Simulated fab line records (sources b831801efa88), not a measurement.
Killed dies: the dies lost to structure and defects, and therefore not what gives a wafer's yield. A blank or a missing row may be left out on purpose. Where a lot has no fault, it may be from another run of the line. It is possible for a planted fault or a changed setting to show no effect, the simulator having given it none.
Which tool was responsible?	flow gf180mcu	12 lots with 35 wafers sampled at 3 steps, on a route of 602 steps

== WHAT THE GAUGES SHOWED, per wafer ==
GF_M4_OVL_MEAS_15.
lot	measured	on	M4_OVL (nm)
L772	day 23 05:32	overlay-02	-3 0
L773	day 23 11:04	overlay-01	-3 -5 -2
L775	day 24 03:21	overlay-01	1 5 -4
L776	day 24 15:00	overlay-02	-5 1 -1
L781	day 26 15:50	overlay-01	2 -1 5
L782	day 26 21:44	overlay-02	-5 -8 -1
L785	day 27 14:10	overlay-02	3 -1 5
L786	day 27 23:36	overlay-02	0 -5 -6
L787	day 28 06:44	overlay-01	1 -5 0
L790	day 28 21:05	overlay-01	-1 0 -5
L792	day 29 17:00	overlay-02	-3 -1 2
L793	day 30 04:07	overlay-02	-1 2 -4

GF_V4_BOW_MEAS_05.
lot	measured	on	V4_BOW (um)
L772	day 23 06:56	film metro-01	125 132
L773	day 23 12:22	film metro-04	131 137 126
L775	day 24 04:37	film metro-03	137 149 138
L776	day 24 16:18	film metro-03	123 134 141
L781	day 26 17:09	film metro-01	129 135 125
L782	day 26 23:22	film metro-03	134 127 133
L785	day 27 15:28	film metro-04	144 149 160
L786	day 28 00:53	film metro-03	130 135 135
L787	day 28 08:01	film metro-01	147 127 139
L790	day 28 22:43	film metro-01	137 142 136
L792	day 29 18:17	film metro-04	125 125 127
L793	day 30 05:26	film metro-03	133 124 135

== TOOL THAT RAN EACH LOT (tool first, then ch and the chambers of the sampled wafers, then the start) ==
lot	GF_M4_METAL_ETCH_16
L772	rie metal-02 ch 0, day 23 05:34
L773	rie metal-02 ch 0,1, day 23 11:08
L775	rie metal-02 ch 0,1, day 24 03:23
L776	rie metal-03 ch 0, day 24 15:02
L781	rie metal-01 ch 1, day 26 15:52
L782	rie metal-01 ch 0,1, day 26 21:46
L785	rie metal-03 ch 0,1, day 27 14:11
L786	rie metal-03 ch 0,1, day 27 23:40
L787	rie metal-03 ch 1, day 28 06:46
L790	rie metal-03 ch 0, day 28 21:07
L792	rie metal-02 ch 0,1, day 29 17:04
L793	rie metal-03 ch 0,1, day 30 04:09
- GF_M4_METAL_ETCH_16: etches the open film in Cl2/BCl3, stops on SiO2, target depth 750.8 nm, time 125.1 s.

== WHAT THE TOOLS THEMSELVES READ (means of the sampled wafers that have a number; where no wafer has one, the mark that the record gives instead) ==
GF_M4_METAL_ETCH_16.
lot	tool	drypump motor current A (A)	he backside leak sccm (sccm)	oes product au (a.u.)	throttle valve pct (%)
L772	rie metal-02	4.8	3.0	0.972	28.239
L773	rie metal-02	5.1	3.1	0.981	28.248
L775	rie metal-02	5.1	3.1	0.982	28.240
L776	rie metal-03	5.9	3.4	0.988	28.242
L781	rie metal-01	4.7	3.4	0.989	28.237
L782	rie metal-01	4.8	3.5	0.992	28.216
L785	rie metal-03	6.1	3.2	0.989	28.234
L786	rie metal-03	6.3	3.3	0.994	28.219
L787	rie metal-03	6.5	3.2	0.993	28.221
L790	rie metal-03	6.0	3.2	0.990	28.234
L792	rie metal-02	5.1	3.1	0.994	28.232
L793	rie metal-03	6.1	3.3	0.982	28.236

== THE ANSWER, worked out from the rows above alone ==
Rule: what is usual is taken from the lots themselves. The widest of any qualifying gaps counts: lots, ordered by their means at a reading, are off when they make up no more than a third of the lots, leave a main group of 4 or more, and stand apart from it by 3 or more times the standard deviation of that group's means. A main group whose means are all the same, to the digits that the tables above print for the reading, isn't used. Also off: a lot with no number at a reading for which 4 or more lots have one. The other lots that the step has rows for count as sound. After the gauges, taken in route order, come the tools' own readings; for these a lot's mean is taken, as printed above. The first step at which some lot is off is used, and at that step the reading that is off furthest; a lot without a number counts as furthest.
None of the lots is off at any reading shown; this tells nothing.

== WHAT THE SIMULATOR PUT IN ==
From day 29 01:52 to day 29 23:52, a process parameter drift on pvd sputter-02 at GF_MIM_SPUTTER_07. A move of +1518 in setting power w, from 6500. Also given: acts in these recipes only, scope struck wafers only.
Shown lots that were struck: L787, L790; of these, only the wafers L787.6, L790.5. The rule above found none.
